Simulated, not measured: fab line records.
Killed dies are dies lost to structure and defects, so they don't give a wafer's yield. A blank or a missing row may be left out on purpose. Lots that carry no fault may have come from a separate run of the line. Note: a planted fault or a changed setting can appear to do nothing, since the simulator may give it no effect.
2 desks, one fault + flow sky130 + each desk holds nothing but its own numbers, with what lay behind them at the end

TOOL OWNER'S DESK, furnace-01
The tool's own readings at SKY_SONOS_ONO_OXIDATION_00 (stabilise 600 s, purge 300 s, target thk 2.6 nm): means of the sampled wafers that have a number, for each lot that ran on this tool. The brackets show how far a lot's mean lies from the usual mean; more than 4 standard deviations puts the lot out of limits, marked OUT. Shown are 7 of the 11 readings it has, namely the first that went out of limits plus those furthest out on some lot.
Columns: A = spike-tc-bottom-C at SKY_SONOS_ONO_OXIDATION_00, usual 820.5 C; B = spike-tc-centre-C at SKY_SONOS_ONO_OXIDATION_00, usual 799.1 C; C = spike-tc-lower-C at SKY_SONOS_ONO_OXIDATION_00, usual 799.7 C; D = spike-tc-top-C at SKY_SONOS_ONO_OXIDATION_00, usual 814.0 C; E = spike-tc-upper-C at SKY_SONOS_ONO_OXIDATION_00, usual 801.1 C; F = tube-center-temp-C at SKY_SONOS_ONO_OXIDATION_00, usual 800 C; G = tube_center_temp_C_max at SKY_SONOS_ONO_OXIDATION_00, usual 802.0
| lot  | first seen here | A               | B               | C               | D                | E               | F                     | G               |
|------|-----------------|-----------------|-----------------|-----------------|------------------|-----------------|-----------------------|-----------------|
| L917 | day 11 06:06    | 818.7           | 799.2           | 799.0           | 815.8            | 800.2           | 800                   | 802.2           |
| L920 | day 12 08:07    | 819.4           | 799.2           | 799.9           | 816.0            | 801.0           | 800                   | 801.7           |
| L924 | day 13 10:02    | 793.6 (-13) OUT | 773.6 (-21) OUT | 774.7 (-18) OUT | 790.4 (-9.5) OUT | 776.1 (-26) OUT | 775 (-99 or more) OUT | 776.8 (-72) OUT |
| L925 | day 13 19:51    | 795.4 (-12) OUT | 773.3 (-21) OUT | 773.3 (-19) OUT | 791.5 (-9.0) OUT | 775.7 (-26) OUT | 775 (-99 or more) OUT | 776.5 (-73) OUT |
| L936 | day 17 19:34    | 819.0           | 800.0           | 798.2           | 814.8            | 801.3           | 800                   | 801.9           |
| L937 | day 18 05:20    | 819.1           | 800.6           | 799.5           | 815.3            | 800.5           | 800                   | 801.7           |
| L938 | day 18 13:16    | 818.0           | 800.4           | 799.5           | 816.4            | 800.6           | 800                   | 802.2           |
| L939 | day 19 07:17    | 818.6           | 800.0           | 798.9           | 815.5            | 800.7           | 800                   | 802.4           |
| L940 | day 19 22:31    | 819.2           | 799.0           | 799.1           | 816.1            | 801.4           | 800                   | 801.9           |
This desk's verdict: out of limits on L924, L925, starting with L924 at day 13 10:02 (spike-tc-bottom-C at SKY_SONOS_ONO_OXIDATION_00). In limits: L917, L920, L936, L937, L938, L939, L940.

AT THE METROLOGY DESK
What the gauges read for every lot (on any tool): the sampled wafers with a number, averaged. The brackets show how far a lot's mean lies from the usual mean; more than 4 standard deviations puts the lot out of limits, marked OUT.
Columns: A = SONOS_ONO_OXIDATION_THK at SKY_SONOS_ONO_THK_MEAS_01, usual 2.60 nm
| lot  | first seen here | A              |
|------|-----------------|----------------|
| L917 | day 11 07:27    | 2.59           |
| L918 | day 11 16:37    | 2.63           |
| L919 | day 12 04:11    | 2.60           |
| L920 | day 12 09:28    | 2.70           |
| L921 | day 12 12:23    | 2.64           |
| L924 | day 13 11:24    | 1.78 (-17) OUT |
| L925 | day 13 21:13    | 1.84 (-16) OUT |
| L934 | day 16 22:59    | 2.56           |
| L935 | day 17 03:17    | 2.57           |
| L936 | day 17 20:55    | 2.56           |
| L937 | day 18 06:42    | 2.61           |
| L938 | day 18 14:37    | 2.61           |
| L939 | day 19 08:38    | 2.59           |
| L940 | day 19 23:52    | 2.65           |
Per this desk, out of limits: L924, L925; the first was L924, day 13 11:24 (SONOS_ONO_OXIDATION_THK at SKY_SONOS_ONO_THK_MEAS_01). In limits: L917, L918, L919, L920, L921, L934, L935, L936, L937, L938, L939, L940.

TAKEN TOGETHER
The tool owner's desk could have raised an alarm at day 13 10:02, on L924, L925.
The metrology desk could have raised an alarm at day 13 11:24, on L924, L925.
The lots listed all ran SKY_SONOS_ONO_OXIDATION_00 on furnace-01.

WHAT THE SIMULATOR HAD PUT IN
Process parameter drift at SKY_SONOS_ONO_OXIDATION_00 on furnace-01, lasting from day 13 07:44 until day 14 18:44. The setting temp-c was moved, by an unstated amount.
Lots struck among those shown: L924, L925.
Hours from the fault's start to each desk's first reading out of limits: the tool owner's desk, 2; the metrology desk, 4.
